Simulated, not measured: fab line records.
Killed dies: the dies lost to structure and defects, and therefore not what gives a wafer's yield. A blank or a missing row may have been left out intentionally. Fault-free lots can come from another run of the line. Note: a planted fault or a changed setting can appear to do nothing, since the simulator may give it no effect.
One fault seen from 2 desks    flow sky130    numbers are kept per desk, each desk with only its own; the story behind them comes last

== METROLOGY DESK ==
What the gauges read for every lot (on any tool): the sampled wafers with a number, averaged. If a lot's mean is further than 4 standard deviations from the usual mean, the lot is out of limits and carries the mark OUT (the distance appears in the brackets).
Columns: A = LI_CONTACT_BOW at SKY_LI_CONTACT_BOW_MEAS_03, usual 57 um; B = cd nm at SKY_LI_CONTACT_CD_MEAS_12, usual 169.7 nm; C = LI_CONTACT_OVL at SKY_LI_CONTACT_OVL_MEAS_13, usual 5 nm
lot   first seen here  A   B      C
L435  day 28 16:16     59  169.0  14
L438  day 31 08:04     57  171.1  2
L440  day 31 08:57     62  169.0  6
L446  day 32 06:50     59  170.1  2
L448  day 33 04:44     53  169.4  -3
L449  day 35 04:09     66  169.7  7
This desk found nothing out of limits on any of the 6 lots.

== FOR THE TOOL OWNER'S DESK: rie diel-04 ==
The tool's own readings at SKY_LI_CONTACT_ETCH_14 (etches BARC in N2/H2, stops on SiO2, time 45.9 s, target depth 60 nm): means of the sampled wafers that have a number, for each lot that ran on this tool. If a lot's mean is further than 4 standard deviations from the usual mean, the lot is out of limits and carries the mark OUT (the distance appears in the brackets).
Columns: A = chamber pressure mTorr at SKY_LI_CONTACT_ETCH_14, usual 30.00 mTorr; B = drypump motor current A at SKY_LI_CONTACT_ETCH_14, usual 5.4 A; C = oes product au at SKY_LI_CONTACT_ETCH_14, usual 0.856 a.u.; D = throttle valve pct at SKY_LI_CONTACT_ETCH_14, usual 13.225 %
lot   first seen here  A      B    C      D
L438  day 32 11:18     30.03  4.9  0.859  13.221
L440  day 32 12:52     30.02  5.2  0.858  13.229
L449  day 36 06:48     30.01  5.1  0.858  13.220
This desk found nothing out of limits on any of the 3 lots.

== BROUGHT TOGETHER ==
From the metrology desk's view, nothing was out of limits.
The desk of the tool owner found nothing out of limits.

== WHAT THE SIMULATOR PUT IN ==
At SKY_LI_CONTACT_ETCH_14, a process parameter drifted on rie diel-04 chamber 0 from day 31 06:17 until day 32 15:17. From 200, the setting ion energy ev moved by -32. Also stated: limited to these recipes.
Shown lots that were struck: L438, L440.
